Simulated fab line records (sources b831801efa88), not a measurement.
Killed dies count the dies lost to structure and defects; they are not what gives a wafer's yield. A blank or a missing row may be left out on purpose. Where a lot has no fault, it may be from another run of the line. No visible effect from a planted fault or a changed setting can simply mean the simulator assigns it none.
fab line records	flow sky130
[record] lots = 7	wafers = 21	lastDay = 47
route steps=708 shown VT_ADJUST_PCH@152 SONOS_TUNNEL@154 PAD_OPEN@708
lots that met no fault: taken from a fault-free run of the same line
startH: start of the lot's first displayed wafer, in hours after the record's first day	waitH: hours elapsed since this lot's preceding step	" same as the row above	L1.1+2: a single row standing in for several wafers	- no value, or no start was given	* or withheld: withheld	< > ~ a bound
route shown NAME@n: a module of which the file shows steps, and the number in the route of the first	usual: mean/standard deviation of fault-free wafers	same: alike in all rows	chamber/n: place in a boat	sites: the reading at each site	_std_site: how widely they spread, as a standard deviation	_edge_site: mean of outer sites minus mean of inner sites	radiusMm: how far each site lies from the wafer's centre	mask NAME#n: copy n	behind: the tool/chamber that last shaped the wafer	hold: why the lot was held/for how many hours/how that ended	device: names the non-switching transistor (n, p or np)	end of line: tests of these same wafers at the route's end	a step without rows: its recipe alone	killed: dies lost to structure and defects at the first sort, not the wafer's yield	map: per-die view of a wafer (x killed, . not killed, _ where there is no die)
set.NAME: the run value of the setting; set.NAME@STEP: its run value at that earlier step	model.NAME: the simulator's own value behind a step, which no gauge read
lots seen at some steps along the route; tables by step, rows by wafer
services: when a tool's chamber went out of use (startH, in hours from the record's first day, below 0 if earlier), for how many hours, and the reason
[[steps]]
[step SKY_VT_ADJUST_PCH_STRIP_09]
[recipe] chemistry = O2/N2	powerW = 1400	pressureMtorr = 1500	platenTempC = withheld	o2FlowSccm = 3000	n2FlowSccm = 300	overashFraction = 0.5
[usual] drypumpMotorCurrentA = 5.7/0.53	oesProductAu = 0.722/0.0044	stripTimeToEndpointS = 36.87/0.11
lot.wafer	tool	chamber	startH	waitH	drypumpMotorCurrentA	oesProductAu	rfHoursCounterH	stripTimeToEndpointS
L241.2	plasmaAsher-02	1	234.02	0.1	6.1	0.723	56	36.91
L241.4	"	0	"	"	4.9	0.728	-	36.86
L241.6	"	1	"	"	6.1	0.719	-	36.94
L243.3	plasmaAsher-04	1	250.21	0.1	5.8	0.721	-	36.86
L243.5	"	0	"	"	6.6	0.720	-	36.93
L243.6	"	1	"	"	5.8	0.728	-	36.86
L244.2	plasmaAsher-02	1	255.85	0.1	6.1	0.719	58	36.80
L244.4	"	1	"	"	6.1	0.726	-	36.74
L244.5	"	1	"	"	6.1	0.721	-	36.72
L245.3	plasmaAsher-04	1	262.01	0.1	5.8	0.716	-	36.77
L245.4	"	0	"	"	6.6	0.721	-	36.75
L245.6	"	1	"	"	5.8	0.724	-	36.66
L246.2	plasmaAsher-02	1	269.98	0.1	6.1	0.727	60	37.03
L246.5	"	1	"	"	6.1	0.721	-	37.02
L246.6	"	0	"	"	5.0	0.720	-	37.04
L247.4	plasmaAsher-04	1	278.31	0.1	5.8	0.722	-	36.94
L247.5	"	0	"	"	6.6	0.717	-	37.02
L247.6	"	1	"	"	5.8	0.714	-	37.03
L249.3	plasmaAsher-04	0	293.40	0.1	6.7	0.720	-	37.02
L249.4	"	1	"	"	5.8	0.721	-	37.00
L249.5	"	1	"	"	5.9	0.727	-	36.93
[step SKY_VT_ADJUST_PCH_TW_MEAS_10]
[usual] VT_ADJUST_PCH_TW = 142.2/1.3
lot.wafer	tool	chamber	startH	waitH	VT_ADJUST_PCH_TW
L241.2	filmMetro-01	-	234.13	0.1	143.4
L241.4	"	-	"	"	143.9
L241.6	"	-	"	"	144.5
L243.3	filmMetro-04	-	250.30	0.1	142.0
L243.5	"	-	"	"	143.0
L243.6	"	-	"	"	143.0
L244.2	filmMetro-02	-	255.96	0.1	140.4
L244.4	"	-	"	"	141.8
L244.5	"	-	"	"	141.1
L245.3	filmMetro-02	-	262.10	0.1	140.6
L245.4	"	-	"	"	141.2
L245.6	"	-	"	"	141.4
L246.2	filmMetro-02	-	270.09	0.1	140.7
L246.5	"	-	"	"	140.9
L246.6	"	-	"	"	140.7
L247.4	filmMetro-04	-	278.41	0.1	142.4
L247.5	"	-	"	"	142.3
L247.6	"	-	"	"	142.6
L249.3	filmMetro-02	-	293.49	0.1	140.4
L249.4	"	-	"	"	141.1
L249.5	"	-	"	"	140.7
[step SKY_SONOS_TUNNEL_DEHYDRATE_00]
[recipe] tempC = 200	timeS = 60
[step SKY_SONOS_TUNNEL_HMDS_01]
[recipe] primeTimeS = 60	primeTempC = 120
[step SKY_SONOS_TUNNEL_COAT_02]
[recipe] resist = NOVOLAK	spinRpm = 3000	resistThkNm = 1140
[step SKY_SONOS_TUNNEL_SOFTBAKE_03]
[recipe] tempC = 90	timeS = 60	resist = NOVOLAK
[step SKY_SONOS_TUNNEL_EXPOSE_04]
[recipe] maskId = TUNM	na = 0.6	sourceShape = conventional	sigmaOuter = 0.6	polarization = unpolarized	targetCdNm = 410	doseMj = 136
[step SKY_SONOS_TUNNEL_PEB_05]
[recipe] tempC = withheld	timeS = *	resist = NOVOLAK
[step SKY_SONOS_TUNNEL_DEVELOP_06]
[recipe] resist = NOVOLAK	developer = TMAH	developTimeS = 60	devTempC = 23
[step SKY_SONOS_TUNNEL_CD_MEAS_07]
[recipe] targetCdNm = 410
[usual] cdNm = 411.1/2.5
lot.wafer	tool	chamber	startH	waitH	cdNm
L241.2	cdSem-01	-	256.86	0.1	412.8
L241.4	"	-	"	"	411.3
L241.6	"	-	"	"	411.8
L243.3	cdSem-02	-	274.13	0.1	416.3
L243.5	"	-	"	"	415.4
L243.6	"	-	"	"	416.1
L244.2	cdSem-02	-	280.16	0.1	407.1
L244.4	"	-	"	"	408.0
L244.5	"	-	"	"	409.0
L245.3	cdSem-01	-	286.15	0.1	408.5
L245.4	"	-	"	"	412.6
L245.6	"	-	"	"	409.8
L246.2	cdSem-02	-	294.83	0.1	413.4
L246.5	"	-	"	"	412.5
L246.6	"	-	"	"	413.0
L247.4	cdSem-02	-	302.45	0.1	415.3
L247.5	"	-	"	"	414.0
L247.6	"	-	"	"	413.6
L249.3	cdSem-01	-	319.23	0.1	407.7
L249.4	"	-	"	"	410.4
L249.5	"	-	"	"	407.7
[step SKY_SONOS_TUNNEL_OVL_MEAS_08]
[usual] SONOS_TUNNEL_OVL = 0.2/1.3
lot.wafer	tool	chamber	startH	waitH	SONOS_TUNNEL_OVL[nm]
L241.2	overlay-02	-	256.97	0.1	0.8
L241.4	"	-	"	"	-0.6
L241.6	"	-	"	"	-1.2
L243.3	overlay-01	-	274.22	0.1	-1.2
L243.5	"	-	"	"	-3.1
L243.6	"	-	"	"	-1.7
L244.2	overlay-01	-	280.26	0.1	0.0
L244.4	"	-	"	"	2.0
L244.5	"	-	"	"	-0.4
L245.3	overlay-01	-	286.24	0.1	-2.9
L245.4	"	-	"	"	-0.5
L245.6	"	-	"	"	-1.9
L246.2	overlay-01	-	294.93	0.1	1.2
L246.5	"	-	"	"	-0.4
L246.6	"	-	"	"	1.6
L247.4	overlay-02	-	302.53	0.1	-0.2
L247.5	"	-	"	"	0.7
L247.6	"	-	"	"	2.1
L249.3	overlay-01	-	319.32	0.1	-0.6
L249.4	"	-	"	"	0.0
L249.5	"	-	"	"	-0.2
[step SKY_SONOS_TUNNEL_IMPLANT_09]
[recipe] species = B	energyKev = 20	doseCm2 = 1e+12	tiltDeg = withheld
[step SKY_SONOS_TUNNEL_WET_ETCH_10]
[recipe] chemistry = dHF	targetDepthNm = 14	target = SiO2	dilution = 100:1	tempC = 25	timeS = 280
[usual] bathHeatDutyPct = 6.5/1.1	runLengthS = 309/3.9
lot.wafer	tool	chamber	startH	waitH	bathHeatDutyPct	runLengthS
L241.2	wetBench-04	0	257.15	0.1	5.5	307
L241.4	"	0	"	"	5.6	307
L241.6	"	0	"	"	7.1	307
L243.3	wetBench-01	0	274.39	0.1	8.1	315
L243.5	"	0	"	"	9.7	315
L243.6	"	0	"	"	9.1	315
L244.2	wetBench-04	3	280.44	0.1	7.2	307
L244.4	"	3	"	"	7.1	307
L244.5	"	3	"	"	6.3	307
L245.3	wetBench-01	0	286.42	0.1	-	-
L245.4	"	0	"	"	-	-
L245.6	"	0	"	"	-	-
L246.2	wetBench-01	3	295.11	0.1	-	-
L246.5	"	3	"	"	-	-
L246.6	"	3	"	"	-	-
L247.4	wetBench-04	0	302.70	0.1	-	-
L247.5	"	0	"	"	-	-
L247.6	"	0	"	"	-	-
L249.3	wetBench-01	1	319.49	0.1	7.5	303
L249.4	"	1	"	"	7.1	303
L249.5	"	1	"	"	6.9	303
[step SKY_SONOS_TUNNEL_STRIP_11]
[recipe] chemistry = SPM	timeS = 600	tempC = 130
[step SKY_PAD_OPEN_PROBE_99]
[usual] killed_at_M0_to_M3 = 42/5.8	killed_at_M4_up = 3.0/2	killedAtContacts = 24/5.5	killedAtFrontEnd = 15/3.9	killedDies = 85/8.8	killedOnRim = 16/3.7	killedOpen = 47/6.8	killedShort = 38/5.9
[same] grossDies = 492	killedAtBackSide = 0	killedAtOther = 0
lot.wafer	tool	chamber	startH	waitH	killed_at_M0_to_M3	killed_at_M4_up	killedAtContacts	killedAtFrontEnd	killedDies	killedOnRim	killedOpen	killedShort
L241.2	prober-02	-	1088.67	0.1	35	5	23	16	79	16	41	38
L241.4	prober-02	-	1088.77	0.2	44	3	38	19	104	14	54	50
L241.6	prober-02	-	1088.87	0.2	34	0	11	22	67	19	32	35
L243.3	prober-02	-	1097.44	0.2	43	2	19	20	84	19	47	37
L243.5	prober-02	-	1097.54	0.2	42	3	29	14	88	17	55	33
L243.6	prober-02	-	1097.59	0.2	33	1	23	10	67	18	37	30
L244.2	prober-01	-	1113.64	0.1	43	5	20	22	90	13	52	38
L244.4	prober-01	-	1113.74	0.2	46	2	19	9	76	14	48	28
L244.5	prober-01	-	1113.79	0.2	30	8	35	14	87	14	46	41
L245.3	prober-02	-	1120.43	0.2	40	1	18	433	492	96	27	47
L245.4	prober-02	-	1120.48	0.2	48	2	24	418	492	96	48	51
L245.6	prober-02	-	1120.58	0.2	38	1	23	430	492	96	45	34
L246.2	prober-01	-	1122.99	0.1	34	8	25	425	492	96	33	44
L246.5	prober-01	-	1123.14	0.2	29	2	31	430	492	96	47	34
L246.6	prober-01	-	1123.19	0.2	43	7	23	419	492	96	42	45
L247.4	prober-02	-	1125.57	0.2	35	7	17	433	492	96	38	36
L247.5	prober-02	-	1125.62	0.2	40	3	32	417	492	96	52	38
L247.6	prober-02	-	1125.67	0.2	32	1	23	436	492	96	39	26
L249.3	prober-02	-	1139.59	0.2	48	1	30	11	90	27	59	31
L249.4	prober-02	-	1139.64	0.2	39	2	29	17	87	19	47	40
L249.5	prober-02	-	1139.69	0.2	42	2	26	16	86	13	46	40
// killed by level:class
L241.2 VIA1:geometricParticle:open=8 FIELD_ISO:geometricParticle:open=7 CONTACT:geometricParticle:open=7 CONTACT:geometricParticle:short=6 LOCAL_INTERCONNECT:geometricParticle:short=5 VIA2:geometricParticle:open=5 VIA3:geometricParticle:open=5 FIELD_ISO:geometricParticle:short=4
L241.4 VIA1:geometricParticle:open=13 CONTACT:geometricParticle:open=13 LI_CONTACT:geometricParticle:open=8 LOCAL_INTERCONNECT:geometricParticle:short=7 METAL1:geometricParticle:short=6 VIA3:geometricParticle:open=6 CONTACT:geometricParticle:short=6 METAL2:geometricParticle:short=5
L241.6 VIA1:geometricParticle:open=12 POLY_GATE:geometricParticle:short=6 FIELD_ISO:geometricParticle:short=5 CONTACT:geometricParticle:short=5 METAL1:geometricParticle:short=5 METAL2:geometricParticle:short=5 POLY_GATE:geometricParticle:open=4 FIELD_ISO:geometricParticle:open=3
L243.3 VIA1:geometricParticle:open=10 POLY_GATE:geometricParticle:open=6 CONTACT:geometricParticle:open=6 VIA2:geometricParticle:open=6 CONTACT:geometricParticle:short=5 VIA3:geometricParticle:open=5 POLY_GATE:geometricParticle:short=4 LI_CONTACT:geometricParticle:open=4
L243.5 LI_CONTACT:geometricParticle:open=12 VIA1:geometricParticle:open=11 CONTACT:geometricParticle:open=8 VIA2:geometricParticle:open=8 POLY_GATE:geometricParticle:open=5 METAL2:geometricParticle:short=5 LI_CONTACT:geometricParticle:short=4 VIA2:geometricParticle:short=4
L243.6 CONTACT:geometricParticle:open=8 LI_CONTACT:geometricParticle:open=6 VIA1:geometricParticle:open=5 METAL2:geometricParticle:short=5 VIA2:geometricParticle:open=5 FIELD_ISO:geometricParticle:short=4 LI_CONTACT:geometricParticle:short=4 VIA3:geometricParticle:short=4
L244.2 VIA1:geometricParticle:open=13 CONTACT:geometricParticle:open=10 FIELD_ISO:geometricParticle:short=7 VIA2:geometricParticle:open=6 METAL2:geometricParticle:short=6 VIA1:geometricParticle:short=5 METAL4:geometricParticle:short=4 FIELD_ISO:geometricParticle:open=3
L244.4 VIA1:geometricParticle:open=13 CONTACT:geometricParticle:open=11 VIA3:geometricParticle:open=7 VIA2:geometricParticle:open=6 METAL3:geometricParticle:short=5 LI_CONTACT:geometricParticle:open=4 METAL1:geometricParticle:short=4 METAL2:geometricParticle:short=3
L244.5 CONTACT:geometricParticle:open=17 LI_CONTACT:geometricParticle:open=7 METAL1:geometricParticle:short=6 VIA1:geometricParticle:open=6 METAL4:geometricParticle:short=6 CONTACT:geometricParticle:short=5 POLY_GATE:geometricParticle:short=4 SPACER:geometricParticle:short=4
L245.3 SONOS_TUNNEL:areaEtch=418 FIELD_ISO:geometricParticle:short=9 METAL2:geometricParticle:short=7 METAL1:geometricParticle:short=7 CONTACT:geometricParticle:short=5 VIA1:geometricParticle:open=5 VIA2:geometricParticle:short=5 LI_CONTACT:geometricParticle:open=4
L245.4 SONOS_TUNNEL:areaEtch=393 VIA2:geometricParticle:open=9 VIA1:geometricParticle:open=8 VIA1:geometricParticle:short=7 POLY_GATE:geometricParticle:open=6 CONTACT:geometricParticle:open=6 CONTACT:geometricParticle:short=6 VIA3:geometricParticle:open=6
L245.6 SONOS_TUNNEL:areaEtch=413 VIA1:geometricParticle:open=9 VIA3:geometricParticle:open=8 FIELD_ISO:geometricParticle:open=6 LOCAL_INTERCONNECT:geometricParticle:short=6 CONTACT:geometricParticle:open=6 VIA1:geometricParticle:short=6 POLY_GATE:geometricParticle:open=5
L246.2 SONOS_TUNNEL:areaEtch=415 CONTACT:geometricParticle:open=7 CONTACT:geometricParticle:short=7 METAL1:geometricParticle:short=6 METAL4:geometricParticle:short=6 FIELD_ISO:geometricParticle:open=5 LI_CONTACT:geometricParticle:open=4 LOCAL_INTERCONNECT:geometricParticle:short=4
L246.5 SONOS_TUNNEL:areaEtch=411 LI_CONTACT:geometricParticle:open=12 CONTACT:geometricParticle:open=10 VIA3:geometricParticle:open=9 FIELD_ISO:geometricParticle:open=7 METAL2:geometricParticle:short=7 POLY_GATE:geometricParticle:open=4 CONTACT:geometricParticle:short=4
L246.6 SONOS_TUNNEL:areaEtch=405 VIA1:geometricParticle:open=9 VIA2:geometricParticle:open=8 CONTACT:geometricParticle:open=6 LI_CONTACT:geometricParticle:open=6 METAL1:geometricParticle:short=6 METAL2:geometricParticle:short=6 VIA2:geometricParticle:short=5
L247.4 SONOS_TUNNEL:areaEtch=418 VIA1:geometricParticle:open=9 VIA3:geometricParticle:open=8 CONTACT:geometricParticle:open=7 LI_CONTACT:geometricParticle:open=6 METAL4:geometricParticle:short=6 POLY_GATE:geometricParticle:short=5 FIELD_ISO:geometricParticle:short=4
L247.5 SONOS_TUNNEL:areaEtch=402 LI_CONTACT:geometricParticle:open=12 VIA1:geometricParticle:open=11 CONTACT:geometricParticle:open=8 METAL2:geometricParticle:short=6 POLY_GATE:geometricParticle:open=5 CONTACT:geometricParticle:short=5 VIA2:geometricParticle:open=4
L247.6 SONOS_TUNNEL:areaEtch=427 CONTACT:geometricParticle:open=9 VIA2:geometricParticle:open=8 LI_CONTACT:geometricParticle:open=7 VIA1:geometricParticle:open=7 METAL1:geometricParticle:short=6 LOCAL_INTERCONNECT:geometricParticle:short=5 POLY_GATE:geometricParticle:open=4
L249.3 CONTACT:geometricParticle:open=13 VIA1:geometricParticle:open=12 LI_CONTACT:geometricParticle:open=9 METAL2:geometricParticle:short=9 VIA3:geometricParticle:open=7 POLY_GATE:geometricParticle:open=5 VIA2:geometricParticle:open=5 METAL1:geometricParticle:short=4
L249.4 LI_CONTACT:geometricParticle:open=10 CONTACT:geometricParticle:open=10 POLY_GATE:geometricParticle:short=7 VIA1:geometricParticle:open=6 METAL1:geometricParticle:short=6 VIA2:geometricParticle:open=6 VIA3:geometricParticle:open=5 VIA2:geometricParticle:short=5
L249.5 CONTACT:geometricParticle:open=14 VIA3:geometricParticle:open=7 POLY_GATE:geometricParticle:short=5 METAL1:geometricParticle:short=5 VIA1:geometricParticle:open=5 METAL2:geometricParticle:short=5 FIELD_ISO:geometricParticle:short=4 METAL2:geometricParticle:open=4
// map L245.3 (x killed, . not)
__________xxxxxxxxxx_________
________xxxxxxxxxxxxxx_______
______xxxxxxxxxxxxxxxxxx_____
_____xxxxxxxxxxxxxxxxxxxx____
____xxxxxxxxxxxxxxxxxxxxxx___
___xxxxxxxxxxxxxxxxxxxxxxxx__
__xxxxxxxxxxxxxxxxxxxxxxxxxx_
_xxxxxxxxxxxxxxxxxxxxxxxxxxxx
_xxxxxxxxxxxxxxxxxxxxxxxxxxxx
_xxxxxxxxxxxxxxxxxxxxxxxxxxxx
_xxxxxxxxxxxxxxxxxxxxxxxxxxxx
_xxxxxxxxxxxxxxxxxxxxxxxxxxxx
_xxxxxxxxxxxxxxxxxxxxxxxxxxxx
_xxxxxxxxxxxxxxxxxxxxxxxxxxxx
_xxxxxxxxxxxxxxxxxxxxxxxxxxxx
__xxxxxxxxxxxxxxxxxxxxxxxxxx_
___xxxxxxxxxxxxxxxxxxxxxxxx__
____xxxxxxxxxxxxxxxxxxxxxx___
_____xxxxxxxxxxxxxxxxxxxx____
______xxxxxxxxxxxxxxxxxx_____
________xxxxxxxxxxxxxx_______
__________xxxxxxxxxx_________
// map L246.2 (x killed, . not)
__________xxxxxxxxxx_________
________xxxxxxxxxxxxxx_______
______xxxxxxxxxxxxxxxxxx_____
_____xxxxxxxxxxxxxxxxxxxx____
____xxxxxxxxxxxxxxxxxxxxxx___
___xxxxxxxxxxxxxxxxxxxxxxxx__
__xxxxxxxxxxxxxxxxxxxxxxxxxx_
_xxxxxxxxxxxxxxxxxxxxxxxxxxxx
_xxxxxxxxxxxxxxxxxxxxxxxxxxxx
_xxxxxxxxxxxxxxxxxxxxxxxxxxxx
_xxxxxxxxxxxxxxxxxxxxxxxxxxxx
_xxxxxxxxxxxxxxxxxxxxxxxxxxxx
_xxxxxxxxxxxxxxxxxxxxxxxxxxxx
_xxxxxxxxxxxxxxxxxxxxxxxxxxxx
_xxxxxxxxxxxxxxxxxxxxxxxxxxxx
__xxxxxxxxxxxxxxxxxxxxxxxxxx_
___xxxxxxxxxxxxxxxxxxxxxxxx__
____xxxxxxxxxxxxxxxxxxxxxx___
_____xxxxxxxxxxxxxxxxxxxx____
______xxxxxxxxxxxxxxxxxx_____
________xxxxxxxxxxxxxx_______
__________xxxxxxxxxx_________
[[services]]
tool	chamber	startH	hours	kind
wetBench-01	-	249.40	1.9	pm
plasmaAsher-04	-	264.38	10.5	repair
[[key]]
[firstSign] step = SKY_SONOS_TUNNEL_WET_ETCH_10	reading = toolRecord	direction = missing
[effect] step = SKY_PAD_OPEN_PROBE_99	reading = killedAtFrontEnd	direction = up	sigmas = 99+	usual = 15	struck = 427
[moreKillsBornAt] SKY_SONOS_TUNNEL_WET_ETCH_10@wetBench-01 = 2455	SKY_SONOS_TUNNEL_WET_ETCH_10@wetBench-04 = 1247
metAt SKY_SONOS_TUNNEL_WET_ETCH_10
struckWafers L245.3,L245.4,L245.6,L246.2,L246.5,L246.6,L247.4,L247.5,L247.6
laterRowsLeftOut L245.3,L245.4,L245.6,L246.2,L246.5,L246.6,L247.4,L247.5,L247.6
testerLeftOut L245,L246,L247
onsetBetween 280.44 286.42
[fault] kind = skippedStepWhole	tool = wetBench-01,wetBench-04	chamber = -	onsetH = 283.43	steps = SKY_SONOS_TUNNEL_WET_ETCH_10	scope = struckLotsOnly
// testerLeftOut: of these lots the tester's yield and bins aren't shown, on N5 and GAA mostly nor the transistor test; their killed dies are dies lost to structure and defects alone, not to doping, threshold or leakage, so they don't give the yield
// laterRowsLeftOut: the simulator's readings of these wafers behind a module that went badly wrong aren't trusted and aren't shown, but for the sort
